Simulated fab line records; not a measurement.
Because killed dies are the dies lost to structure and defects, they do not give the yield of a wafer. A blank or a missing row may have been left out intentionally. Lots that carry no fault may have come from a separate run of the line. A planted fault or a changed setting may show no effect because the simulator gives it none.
fab line records | flow sky130
record: lots: 11 | wafers: 33 | last-day: 49
route steps=708 shown LOCAL_INTERCONNECT@400 CONTACT@429 METAL1@437 PAD_OPEN@708
lots with no fault: from the same line, run without faults
start-h: start of the lot's first displayed wafer, in hours after the record's first day | wait-h: how many hours have passed since the lot's step before this one | " unchanged from the row above | L1.1+2: one row covering several wafers at once | - no value present, or no start provided | * or withheld: withheld | < > ~ a bound
route shown NAME@n: NAME is a module with steps in the file, n the number in the route of the first one | usual: mean/standard deviation taken from wafers without a fault | same: alike in all rows | chamber/n: place in a boat | sites: readings site by site | _std_site: how widely they spread, as a standard deviation | _edge_site: mean of outer sites minus mean of inner sites | radius-mm: how far each site lies from the wafer's centre | mask NAME#n: copy n | behind: the last tool/chamber to shape the wafer | hold: what put the lot on hold/how long, in hours/how the hold closed | device: the n, p or np transistor that did not switch | end of line: the same wafers' tests at the end of the route | where a step has no rows: the recipe by itself | killed: at the first sort, the dies lost to defects and structure; wafer yield is something else | map: a wafer's dies, x killed, . not, _ none there
set.NAME: setting as actually run; set.NAME@STEP: the setting as run at that earlier step | model.NAME: the simulator's own value behind a step, which no gauge read
steps of the route over a sample of lots; a table a step, a row a wafer
services: a tool's chamber out of use, with start hour (start-h, from the record's first day; less than 0 if before it), hours out, and reason
== steps ==
step: SKY_LOCAL_INTERCONNECT_ETCH_13
recipe: chemistry: N2/H2 | target: BARC | ion-energy-ev: 200 | bias-w: 100 | pressure-mtorr: 30 | n2-flow-sccm: 100 | h2-flow-sccm: 200 | icp-w: 500 | stop-on: SiO2 | time-s: 45.9 | target-depth-a: 600
usual: chamber-pressure-mTorr: 30.004/0.026 | drypump-motor-current-A: 5.8/0.54 | oes-product-au: 0.854/0.0046 | throttle-valve-pct: 13.225/0.01
lot.wafer | tool         | chamber | start-h | wait-h | chamber-pressure-mTorr | drypump-motor-current-A | oes-product-au | rf-hours-counter-h | throttle-valve-pct
L765.2    | rie-metal-01 | 1       | 695.23  | 0.0    | 29.986                 | 6.5                     | 0.851          | 0                  | 13.233
L765.5    | "            | 0       | "       | "      | 29.972                 | 6.4                     | 0.861          | -                  | 13.222
L765.6    | "            | 1       | "       | "      | 30.002                 | 6.5                     | 0.857          | -                  | 13.212
L766.2    | rie-metal-04 | 0       | 701.98  | 0.0    | 30.038                 | 5.0                     | 0.856          | 11                 | 13.223
L766.4    | "            | 1       | "       | "      | 30.000                 | 6.1                     | 0.859          | -                  | 13.219
L766.6    | "            | 1       | "       | "      | 29.978                 | 6.1                     | 0.857          | -                  | 13.225
L768.1    | rie-metal-04 | 1       | 720.75  | 0.0    | 29.988                 | 6.1                     | 0.853          | 4                  | 13.219
L768.2    | "            | 0       | "       | "      | 29.998                 | 5.0                     | 0.851          | 11                 | 13.213
L768.4    | "            | 0       | "       | "      | 30.011                 | 5.0                     | 0.856          | -                  | 13.211
L769.1    | rie-metal-04 | 0       | 747.70  | 0.0    | 29.998                 | 5.0                     | 0.855          | 12                 | 13.208
L769.4    | "            | 0       | "       | "      | 29.990                 | 5.0                     | 0.853          | -                  | 13.223
L769.6    | "            | 1       | "       | "      | 29.983                 | 6.1                     | 0.852          | -                  | 13.223
L770.1    | rie-metal-04 | 1       | 755.95  | 0.0    | 29.951                 | 6.1                     | 0.856          | 5                  | 13.212
L770.2    | "            | 0       | "       | "      | 30.003                 | 5.0                     | 0.847          | 12                 | 13.224
L770.6    | "            | 1       | "       | "      | 29.991                 | 6.1                     | 0.853          | -                  | 13.220
L771.1    | rie-metal-02 | 1       | 757.45  | 0.0    | 30.010                 | 5.2                     | 0.846          | 7                  | 13.243
L771.3    | "            | 0       | "       | "      | 30.009                 | 5.6                     | 0.858          | -                  | 13.219
L771.5    | "            | 0       | "       | "      | 30.035                 | 5.7                     | 0.858          | -                  | 13.216
L773.1    | rie-metal-01 | 1       | 767.23  | 0.0    | 29.979                 | 6.5                     | 0.857          | 4                  | 13.216
L773.2    | "            | 0       | "       | "      | 29.950                 | 6.3                     | 0.850          | 13                 | 13.233
L773.5    | "            | 1       | "       | "      | 30.049                 | 6.5                     | 0.859          | -                  | 13.238
L781.4    | rie-metal-02 | 0       | 823.85  | 0.0    | 29.994                 | 5.6                     | 0.856          | -                  | 13.200
L781.5    | "            | 1       | "       | "      | 30.055                 | 5.2                     | 0.859          | -                  | 13.221
L781.6    | "            | 0       | "       | "      | 30.012                 | 5.6                     | 0.855          | -                  | 13.218
L782.1    | rie-metal-02 | 0       | 834.90  | 0.0    | 29.958                 | 5.6                     | 0.856          | 11                 | 13.236
L782.3    | "            | 0       | "       | "      | 30.023                 | 5.6                     | 0.850          | -                  | 13.239
L782.6    | "            | 0       | "       | "      | 30.012                 | 5.6                     | 0.857          | -                  | 13.223
L783.3    | rie-metal-01 | 1       | 837.57  | 0.1    | 29.981                 | 6.5                     | 0.854          | -                  | 13.209
L783.5    | "            | 1       | "       | "      | 29.981                 | 6.5                     | 0.861          | -                  | 13.229
L783.6    | "            | 1       | "       | "      | 29.991                 | 6.5                     | 0.847          | -                  | 13.214
L785.1    | rie-metal-02 | 0       | 851.35  | 0.0    | 30.017                 | 5.6                     | 0.855          | 12                 | 13.230
L785.2    | "            | 1       | "       | "      | 29.997                 | 5.2                     | 0.852          | 11                 | 13.216
L785.4    | "            | 1       | "       | "      | 29.979                 | 5.2                     | 0.858          | -                  | 13.229
step: SKY_CONTACT_SPUTTER_23
recipe: material: TiN | target-thk-nm: 20 | chamber-pressure-pa: 5 | power-w: 4000 | time-s: 80
usual: throttle-valve-pct: 29.6/0.85
lot.wafer | tool           | chamber | start-h | wait-h | throttle-valve-pct
L765.2    | pvd-sputter-01 | -       | 723.98  | 0.0    | 28.1
L765.5    | "              | -       | "       | "      | 28.3
L765.6    | "              | -       | "       | "      | 29.0
L766.2    | pvd-sputter-04 | -       | 730.31  | 0.0    | 31.9
L766.4    | "              | -       | "       | "      | 30.8
L766.6    | "              | -       | "       | "      | 29.6
L768.1    | pvd-sputter-03 | -       | 749.32  | 0.0    | 29.2
L768.2    | "              | -       | "       | "      | 30.3
L768.4    | "              | -       | "       | "      | 29.3
L769.1    | pvd-sputter-01 | -       | 777.03  | 0.0    | 28.8
L769.4    | "              | -       | "       | "      | 29.0
L769.6    | "              | -       | "       | "      | 30.0
L770.1    | pvd-sputter-03 | -       | 785.67  | 0.0    | 29.7
L770.2    | "              | -       | "       | "      | 29.4
L770.6    | "              | -       | "       | "      | 29.3
L771.1    | pvd-sputter-01 | -       | 786.97  | 0.0    | 30.2
L771.3    | "              | -       | "       | "      | 29.0
L771.5    | "              | -       | "       | "      | 28.4
L773.1    | pvd-sputter-01 | -       | 795.88  | 0.0    | 29.1
L773.2    | "              | -       | "       | "      | 29.0
L773.5    | "              | -       | "       | "      | 28.8
L781.4    | pvd-sputter-01 | -       | 851.12  | 0.0    | 29.0
L781.5    | "              | -       | "       | "      | 29.1
L781.6    | "              | -       | "       | "      | 30.1
L782.1    | pvd-sputter-04 | -       | 860.17  | 0.0    | 31.9
L782.3    | "              | -       | "       | "      | 30.7
L782.6    | "              | -       | "       | "      | 32.1
L783.3    | pvd-sputter-03 | -       | 863.43  | 0.0    | 29.7
L783.5    | "              | -       | "       | "      | 29.9
L783.6    | "              | -       | "       | "      | 29.2
L785.1    | pvd-sputter-04 | -       | 879.88  | 0.0    | 30.8
L785.2    | "              | -       | "       | "      | 29.7
L785.4    | "              | -       | "       | "      | 31.8
step: SKY_CONTACT_CVD_24
recipe: material: W | target-thk-nm: 340 | time-s: 102.12 | temp-c: 400 | pressure-torr: 40
usual: heater-power-w: 872/73
lot.wafer | tool     | chamber | start-h | wait-h | heater-power-w
L765.2    | cvd-w-01 | 1       | 724.04  | 0.0    | 765
L765.5    | "        | 0       | "       | "      | 885
L765.6    | "        | 1       | "       | "      | 773
L766.2    | cvd-w-01 | 0       | 730.37  | 0.0    | 905
L766.4    | "        | 1       | "       | "      | 771
L766.6    | "        | 0       | "       | "      | 900
L768.1    | cvd-w-01 | 0       | 749.38  | 0.0    | 894
L768.2    | "        | 1       | "       | "      | 777
L768.4    | "        | 1       | "       | "      | 784
L769.1    | cvd-w-02 | 0       | 777.09  | 0.0    | 831
L769.4    | "        | 0       | "       | "      | 878
L769.6    | "        | 1       | "       | "      | 962
L770.1    | cvd-w-02 | 1       | 785.73  | 0.0    | 959
L770.2    | "        | 0       | "       | "      | 848
L770.6    | "        | 1       | "       | "      | 975
L771.1    | cvd-w-01 | 1       | 787.03  | 0.0    | 785
L771.3    | "        | 1       | "       | "      | 761
L771.5    | "        | 1       | "       | "      | 781
L773.1    | cvd-w-02 | 1       | 795.94  | 0.0    | 958
L773.2    | "        | 0       | "       | "      | 851
L773.5    | "        | 1       | "       | "      | 955
L781.4    | cvd-w-02 | 0       | 851.22  | 0.1    | 838
L781.5    | "        | 1       | "       | "      | 984
L781.6    | "        | 0       | "       | "      | 855
L782.1    | cvd-w-02 | 0       | 860.23  | 0.0    | 838
L782.3    | "        | 0       | "       | "      | 836
L782.6    | "        | 1       | "       | "      | 1001
L783.3    | cvd-w-01 | 1       | 863.53  | 0.1    | 757
L783.5    | "        | 0       | "       | "      | 901
L783.6    | "        | 1       | "       | "      | 784
L785.1    | cvd-w-01 | 0       | 879.95  | 0.0    | 896
L785.2    | "        | 1       | "       | "      | 753
L785.4    | "        | 1       | "       | "      | 773
step: SKY_CONTACT_RS_MEAS_25
recipe: thk-meas-gauge: four-point-probe | reads: W_of_CONTACT_CVD_24+TiN_of_CONTACT_SPUTTER_23
usual: CONTACT_W_RS: 0.341/0.004
lot.wafer | tool          | chamber | start-h | wait-h | CONTACT_W_RS[ohm/sq]
L765.2    | film-metro-03 | -       | 724.17  | 0.1    | 0.342
L765.5    | "             | -       | "       | "      | 0.344
L765.6    | "             | -       | "       | "      | 0.344
L766.2    | film-metro-03 | -       | 730.50  | 0.1    | 0.338
L766.4    | "             | -       | "       | "      | 0.342
L766.6    | "             | -       | "       | "      | 0.337
L768.1    | film-metro-01 | -       | 749.49  | 0.1    | 0.345
L768.2    | "             | -       | "       | "      | 0.346
L768.4    | "             | -       | "       | "      | 0.345
L769.1    | film-metro-03 | -       | 777.20  | 0.1    | 0.340
L769.4    | "             | -       | "       | "      | 0.340
L769.6    | "             | -       | "       | "      | 0.340
L770.1    | film-metro-03 | -       | 785.84  | 0.1    | 0.331
L770.2    | "             | -       | "       | "      | 0.329
L770.6    | "             | -       | "       | "      | 0.333
L771.1    | film-metro-03 | -       | 787.14  | 0.1    | 0.338
L771.3    | "             | -       | "       | "      | 0.345
L771.5    | "             | -       | "       | "      | 0.340
L773.1    | film-metro-01 | -       | 796.05  | 0.1    | 0.344
L773.2    | "             | -       | "       | "      | 0.340
L773.5    | "             | -       | "       | "      | 0.349
L781.4    | film-metro-03 | -       | 851.35  | 0.1    | 0.221
L781.5    | "             | -       | "       | "      | 0.223
L781.6    | "             | -       | "       | "      | 0.221
L782.1    | film-metro-04 | -       | 860.34  | 0.1    | 0.223
L782.3    | "             | -       | "       | "      | 0.225
L782.6    | "             | -       | "       | "      | 0.224
L783.3    | film-metro-03 | -       | 863.64  | 0.1    | 0.346
L783.5    | "             | -       | "       | "      | 0.342
L783.6    | "             | -       | "       | "      | 0.344
L785.1    | film-metro-04 | -       | 880.06  | 0.1    | 0.339
L785.2    | "             | -       | "       | "      | 0.343
L785.4    | "             | -       | "       | "      | 0.341
step: SKY_CONTACT_THK_MEAS_26
recipe: thk-meas-gauge: xrf | reads: W_of_CONTACT_CVD_24
usual: CONTACT_W_THK: 341/4.2
lot.wafer | tool          | chamber | start-h | wait-h | CONTACT_W_THK[nm]
L765.2    | film-metro-03 | -       | 724.28  | 0.1    | 340
L765.5    | "             | -       | "       | "      | 338
L765.6    | "             | -       | "       | "      | 337
L766.2    | film-metro-03 | -       | 730.61  | 0.1    | 343
L766.4    | "             | -       | "       | "      | 340
L766.6    | "             | -       | "       | "      | 343
L768.1    | film-metro-01 | -       | 749.61  | 0.1    | 336
L768.2    | "             | -       | "       | "      | 335
L768.4    | "             | -       | "       | "      | 337
L769.1    | film-metro-03 | -       | 777.32  | 0.1    | 341
L769.4    | "             | -       | "       | "      | 342
L769.6    | "             | -       | "       | "      | 342
L770.1    | film-metro-03 | -       | 785.96  | 0.1    | 347
L770.2    | "             | -       | "       | "      | 354
L770.6    | "             | -       | "       | "      | 349
L771.1    | film-metro-03 | -       | 787.26  | 0.1    | 344
L771.3    | "             | -       | "       | "      | 333
L771.5    | "             | -       | "       | "      | 340
L773.1    | film-metro-01 | -       | 796.17  | 0.1    | 341
L773.2    | "             | -       | "       | "      | 344
L773.5    | "             | -       | "       | "      | 336
L781.4    | film-metro-03 | -       | 851.44  | 0.1    | 526
L781.5    | "             | -       | "       | "      | 515
L781.6    | "             | -       | "       | "      | 524
L782.1    | film-metro-04 | -       | 860.46  | 0.1    | 524
L782.3    | "             | -       | "       | "      | 523
L782.6    | "             | -       | "       | "      | 523
L783.3    | film-metro-03 | -       | 863.74  | 0.1    | 334
L783.5    | "             | -       | "       | "      | 336
L783.6    | "             | -       | "       | "      | 336
L785.1    | film-metro-04 | -       | 880.18  | 0.1    | 342
L785.2    | "             | -       | "       | "      | 343
L785.4    | "             | -       | "       | "      | 341
step: SKY_CONTACT_CMP_27
recipe: stop-on: SiO2 | t-overpolish-s: 15 | down-force-psi: 3.5 | platen-rpm: 60 | target-thk-nm: 0 | pad-velocity-m-s: 0.94248
usual: motor-current-A: 12.0/1 | time-to-endpoint-s: 82/3.9
lot.wafer | tool   | chamber | start-h | wait-h | motor-current-A | time-to-endpoint-s
L765.2    | cmp-01 | 1       | 724.33  | 0.0    | 12.7            | 86
L765.5    | "      | 1       | "       | "      | 13.1            | 87
L765.6    | "      | 2       | "       | "      | 11.5            | 82
L766.2    | cmp-02 | 2       | 730.66  | 0.0    | 11.2            | 82
L766.4    | "      | 0       | "       | "      | 11.8            | 74
L766.6    | "      | 3       | "       | "      | 10.4            | 84
L768.2    | cmp-01 | 0       | 749.67  | 0.0    | 13.4            | 82
L768.1    | "      | 1       | "       | "      | 13.1            | 87
L768.4    | "      | 3       | "       | "      | 12.2            | 83
L769.4    | cmp-01 | 2       | 777.38  | 0.0    | 11.5            | 71
L769.1    | "      | 3       | "       | "      | 11.2            | 77
L769.6    | "      | 3       | "       | "      | 11.7            | 78
L770.1    | cmp-01 | 1       | 786.07  | 0.1    | 13.2            | 87
L770.2    | "      | 2       | "       | "      | 10.6            | 82
L770.6    | "      | 1       | "       | "      | 13.5            | 87
L771.1    | cmp-01 | 1       | 787.32  | 0.1    | 13.1            | 86
L771.3    | "      | 3       | "       | "      | 11.9            | 79
L771.5    | "      | 1       | "       | "      | 13.3            | 84
L773.2    | cmp-01 | 0       | 796.23  | 0.0    | 12.9            | 82
L773.1    | "      | 2       | "       | "      | 11.3            | 74
L773.5    | "      | 0       | "       | "      | 13.6            | 76
L781.4    | cmp-01 | 2       | 851.52  | 0.1    | 10.6            | 117
L781.5    | "      | 1       | "       | "      | 12.9            | 126
L781.6    | "      | 2       | "       | "      | 11.3            | 120
L782.3    | cmp-01 | 3       | 860.57  | 0.1    | 11.5            | 123
L782.1    | "      | 1       | "       | "      | 13.5            | 125
L782.6    | "      | 2       | "       | "      | 11.1            | 117
L783.3    | cmp-02 | 3       | 863.83  | 0.1    | 10.6            | 85
L783.5    | "      | 2       | "       | "      | 11.5            | 83
L783.6    | "      | 3       | "       | "      | 10.5            | 87
L785.4    | cmp-01 | 2       | 880.29  | 0.1    | 10.8            | 83
L785.1    | "      | 3       | "       | "      | 11.3            | 85
L785.2    | "      | 0       | "       | "      | 13.0            | 83
step: SKY_METAL1_SPUTTER_03
recipe: material: Ti | target-thk-nm: 5 | power-w: 3000 | time-s: 3.3 | chamber-pressure-pa: 0.4
usual: throttle-valve-pct: 30.0/0.94
lot.wafer | tool           | chamber | start-h | wait-h | throttle-valve-pct
L765.2    | pvd-sputter-02 | -       | 724.71  | 0.0    | 29.6
L765.5    | "              | -       | "       | "      | 29.6
L765.6    | "              | -       | "       | "      | 29.3
L766.2    | pvd-sputter-02 | -       | 731.03  | 0.0    | 29.3
L766.4    | "              | -       | "       | "      | 30.0
L766.6    | "              | -       | "       | "      | 31.6
L768.1    | pvd-sputter-03 | -       | 750.04  | 0.0    | 29.6
L768.2    | "              | -       | "       | "      | 29.3
L768.4    | "              | -       | "       | "      | 29.3
L769.1    | pvd-sputter-03 | -       | 777.75  | 0.0    | 29.2
L769.4    | "              | -       | "       | "      | 29.4
L769.6    | "              | -       | "       | "      | 29.5
L770.1    | pvd-sputter-02 | -       | 786.39  | 0.0    | 29.9
L770.2    | "              | -       | "       | "      | 31.5
L770.6    | "              | -       | "       | "      | 31.1
L771.1    | pvd-sputter-04 | -       | 787.69  | 0.0    | 29.9
L771.3    | "              | -       | "       | "      | 32.3
L771.5    | "              | -       | "       | "      | 30.1
L773.1    | pvd-sputter-02 | -       | 796.61  | 0.0    | 30.0
L773.2    | "              | -       | "       | "      | 29.5
L773.5    | "              | -       | "       | "      | 29.8
L781.4    | pvd-sputter-03 | -       | 851.84  | 0.0    | 29.6
L781.5    | "              | -       | "       | "      | 29.3
L781.6    | "              | -       | "       | "      | 29.1
L782.1    | pvd-sputter-02 | -       | 860.89  | 0.0    | 31.5
L782.3    | "              | -       | "       | "      | 29.4
L782.6    | "              | -       | "       | "      | 28.6
L783.3    | pvd-sputter-04 | -       | 864.15  | 0.0    | 29.6
L783.5    | "              | -       | "       | "      | 31.8
L783.6    | "              | -       | "       | "      | 30.1
L785.1    | pvd-sputter-03 | -       | 880.61  | 0.0    | 30.0
L785.2    | "              | -       | "       | "      | 29.1
L785.4    | "              | -       | "       | "      | 29.4
step: SKY_PAD_OPEN_PROBE_99
usual: killed_at_M0_to_M3: 44/6.9 | killed_at_M4_up: 3.0/1.5 | killed-at-contacts: 24/5.2 | killed-at-front-end: 15/4.1 | killed-at-other: 0.4/0.62 | killed-dies: 87/9.6 | killed-open: 47/7 | killed-short: 40/6.2
same: gross-dies: 492 | killed-at-back-side: 0
lot.wafer | tool      | chamber | start-h | wait-h | killed_at_M0_to_M3 | killed_at_M4_up | killed-at-contacts | killed-at-front-end | killed-at-other | killed-dies | killed-open | killed-short
L766.2    | prober-02 | -       | 1069.67 | 0.1    | 51                 | 7               | 24                 | 19                  | 3               | 104         | 51          | 49
L766.4    | prober-02 | -       | 1069.77 | 0.2    | 43                 | 4               | 20                 | 11                  | 1               | 79          | 40          | 38
L766.6    | prober-02 | -       | 1069.87 | 0.2    | 45                 | 5               | 24                 | 21                  | 1               | 96          | 47          | 47
L773.1    | prober-01 | -       | 1118.66 | 0.1    | 41                 | 2               | 22                 | 17                  | 0               | 82          | 41          | 40
L773.2    | prober-01 | -       | 1118.71 | 0.1    | 40                 | 4               | 14                 | 13                  | 0               | 71          | 37          | 34
L773.5    | prober-01 | -       | 1118.86 | 0.2    | 40                 | 2               | 19                 | 15                  | 0               | 76          | 43          | 33
L781.4    | prober-01 | -       | 1160.27 | 0.2    | 44                 | 2               | 25                 | 16                  | 1               | 88          | 54          | 33
L781.5    | prober-01 | -       | 1160.32 | 0.2    | 57                 | 3               | 28                 | 10                  | 0               | 98          | 56          | 42
L781.6    | prober-01 | -       | 1160.37 | 0.2    | 40                 | 6               | 21                 | 10                  | 1               | 78          | 39          | 39
L783.3    | prober-02 | -       | 1165.79 | 0.2    | 41                 | 4               | 35                 | 23                  | 2               | 105         | 51          | 53
L783.5    | prober-02 | -       | 1165.89 | 0.2    | 53                 | 2               | 29                 | 14                  | 0               | 98          | 51          | 47
L783.6    | prober-02 | -       | 1165.94 | 0.2    | 40                 | 1               | 26                 | 15                  | 0               | 82          | 49          | 32
L782.1    | prober-01 | -       | 1166.91 | 0.1    | 50                 | 5               | 31                 | 17                  | 1               | 104         | 62          | 42
L782.3    | prober-01 | -       | 1167.01 | 0.2    | 62                 | 2               | 16                 | 15                  | 0               | 95          | 55          | 40
L782.6    | prober-01 | -       | 1167.16 | 0.2    | 42                 | 3               | 25                 | 14                  | 0               | 84          | 52          | 32
killed by level:class
L766.2 VIA1:geometric-particle:open=18 LOCAL_INTERCONNECT:geometric-particle:short=7 CONTACT:geometric-particle:open=7 METAL3:geometric-particle:short=7 FIELD_ISO:geometric-particle:open=6 VIA2:geometric-particle:open=6 METAL4:geometric-particle:short=5 FIELD_ISO:geometric-particle:short=4
L766.4 VIA1:geometric-particle:open=19 CONTACT:geometric-particle:short=6 FIELD_ISO:geometric-particle:open=5 CONTACT:geometric-particle:open=5 METAL1:geometric-particle:short=5 METAL2:geometric-particle:short=5 VIA2:geometric-particle:short=5 FIELD_ISO:geometric-particle:short=4
L766.6 CONTACT:geometric-particle:open=10 VIA3:geometric-particle:open=9 METAL2:geometric-particle:short=8 VIA1:geometric-particle:open=8 FIELD_ISO:geometric-particle:short=6 VIA2:geometric-particle:open=6 LI_CONTACT:geometric-particle:open=5 VIA1:geometric-particle:short=5
L773.1 METAL1:geometric-particle:short=11 CONTACT:geometric-particle:open=9 VIA1:geometric-particle:open=8 FIELD_ISO:geometric-particle:open=6 LOCAL_INTERCONNECT:geometric-particle:short=6 FIELD_ISO:geometric-particle:short=5 METAL2:geometric-particle:open=4 LOCAL_INTERCONNECT:geometric-particle:open=3
L773.2 VIA1:geometric-particle:open=9 METAL1:geometric-particle:short=9 CONTACT:geometric-particle:open=8 VIA3:geometric-particle:short=4 METAL2:geometric-particle:short=4 VIA2:geometric-particle:open=4 SONOS_ONO:geometric-particle:short=3 POLY_GATE:geometric-particle:open=3
L773.5 VIA1:geometric-particle:open=13 CONTACT:geometric-particle:open=8 FIELD_ISO:geometric-particle:open=5 LOCAL_INTERCONNECT:geometric-particle:short=5 METAL2:geometric-particle:short=5 POLY_GATE:geometric-particle:short=4 VIA2:geometric-particle:open=4 VIA3:geometric-particle:short=4
L781.4 VIA1:geometric-particle:open=14 CONTACT:geometric-particle:open=12 CONTACT:geometric-particle:short=6 VIA2:geometric-particle:open=6 METAL2:geometric-particle:short=5 VIA3:geometric-particle:open=5 SPACER:geometric-particle:open=4 VIA1:geometric-particle:short=4
L781.5 VIA1:geometric-particle:open=14 VIA3:geometric-particle:open=12 CONTACT:geometric-particle:short=9 CONTACT:geometric-particle:open=9 VIA3:geometric-particle:short=7 METAL2:geometric-particle:short=6 METAL1:geometric-particle:short=5 VIA2:geometric-particle:open=5
L781.6 VIA1:geometric-particle:open=8 LI_CONTACT:geometric-particle:open=7 CONTACT:geometric-particle:short=6 METAL2:geometric-particle:short=6 VIA3:geometric-particle:short=6 VIA3:geometric-particle:open=6 METAL4:geometric-particle:short=5 FIELD_ISO:geometric-particle:short=4
L783.3 CONTACT:geometric-particle:open=12 CONTACT:geometric-particle:short=9 POLY_GATE:geometric-particle:open=8 FIELD_ISO:geometric-particle:open=7 VIA1:geometric-particle:open=7 METAL1:geometric-particle:short=7 METAL2:geometric-particle:short=7 LOCAL_INTERCONNECT:geometric-particle:short=6
L783.5 METAL1:geometric-particle:short=10 VIA2:geometric-particle:open=9 CONTACT:geometric-particle:open=8 LI_CONTACT:geometric-particle:open=6 VIA1:geometric-particle:open=6 VIA3:geometric-particle:open=6 FIELD_ISO:geometric-particle:short=5 VIA3:geometric-particle:short=5
L783.6 VIA1:geometric-particle:open=11 LI_CONTACT:geometric-particle:open=9 CONTACT:geometric-particle:open=7 METAL1:geometric-particle:short=7 VIA3:geometric-particle:open=6 FIELD_ISO:geometric-particle:open=4 CONTACT:geometric-particle:short=4 VIA2:geometric-particle:open=4
L782.1 CONTACT:geometric-particle:open=13 VIA2:geometric-particle:open=10 VIA1:geometric-particle:open=10 VIA3:geometric-particle:open=8 LI_CONTACT:geometric-particle:open=6 FIELD_ISO:geometric-particle:open=5 FIELD_ISO:geometric-particle:short=5 METAL2:geometric-particle:short=5
L782.3 VIA1:geometric-particle:open=13 VIA2:geometric-particle:open=11 VIA1:geometric-particle:short=10 VIA3:geometric-particle:open=9 METAL2:geometric-particle:short=8 METAL1:geometric-particle:short=7 POLY_GATE:geometric-particle:open=5 CONTACT:geometric-particle:open=4
L782.6 CONTACT:geometric-particle:open=12 VIA1:geometric-particle:open=10 VIA2:geometric-particle:open=8 CONTACT:geometric-particle:short=6 METAL1:geometric-particle:short=5 VIA3:geometric-particle:open=5 FIELD_ISO:geometric-particle:open=4 POLY_GATE:geometric-particle:open=3
== services ==
tool           | chamber | start-h | hours | kind
cvd-w-02       | 1       | 676.74  | 5.7   | repair
cmp-01         | -       | 690.29  | 1.1   | repair
pvd-sputter-04 | -       | 694.70  | 0.5   | repair
pvd-sputter-03 | -       | 696.46  | 5.1   | repair
cmp-01         | -       | 699.04  | 2.6   | repair
cvd-w-01       | 1       | 701.35  | 3.2   | repair
rie-metal-04   | 0       | 706.46  | 8.0   | repair
pvd-sputter-02 | -       | 707.10  | 13.6  | repair
pvd-sputter-03 | -       | 708.75  | 5.9   | repair
rie-metal-01   | -       | 711.29  | 11.8  | repair
cmp-01         | -       | 722.59  | 0.8   | repair
cvd-w-02       | 0       | 726.78  | 1.7   | repair
cmp-01         | -       | 728.36  | 6.6   | pm
cmp-01         | -       | 744.00  | 4.0   | pm
cvd-w-02       | 1       | 763.57  | 2.5   | repair
pvd-sputter-03 | -       | 766.60  | 3.1   | repair
cvd-w-02       | 1       | 794.45  | 1.2   | repair
cmp-01         | -       | 804.65  | 1.5   | repair
cmp-01         | -       | 807.68  | 1.6   | repair
cmp-01         | -       | 826.36  | 5.6   | pm
cvd-w-02       | 1       | 851.96  | 3.1   | repair
pvd-sputter-04 | -       | 865.95  | 3.0   | repair
rie-metal-04   | 1       | 866.64  | 1.6   | repair
pvd-sputter-01 | -       | 870.55  | 4.3   | repair
== key ==
first-sign: step: SKY_CONTACT_RS_MEAS_25 | reading: CONTACT_W_RS | direction: down | sigmas: 29 | usual: 0.341 | struck: 0.223
effect: step: SKY_CONTACT_THK_MEAS_26 | reading: CONTACT_W_THK | direction: up | sigmas: 43 | usual: 341 | struck: 523
effect: step: SKY_CONTACT_CMP_27 | reading: time-to-endpoint-s | direction: up | sigmas: 10 | usual: * | struck: *
met-at SKY_CONTACT_CVD_24
struck-lots L781,L782
tester-left-out L781,L782
not-acting-at SKY_LOCAL_INTERCONNECT_ETCH_13,SKY_CONTACT_SPUTTER_23,SKY_METAL1_SPUTTER_03
onset-between 795.94 851.22
fault: kind: process-parameter-drift | tool: cvd-w-02 | chamber: - | onset-h: 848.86 | steps: SKY_CONTACT_CVD_24 | channel: target-thk-nm | offset: 178.09 | shape: step | end-h: 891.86 | acts-in: these-recipes-only | stated: 340
tester-left-out: of these lots the tester's yield and bins aren't shown, on N5 and GAA mostly nor the transistor test; their killed dies are dies lost to structure and defects alone, not to doping, threshold or leakage, so they don't give the yield
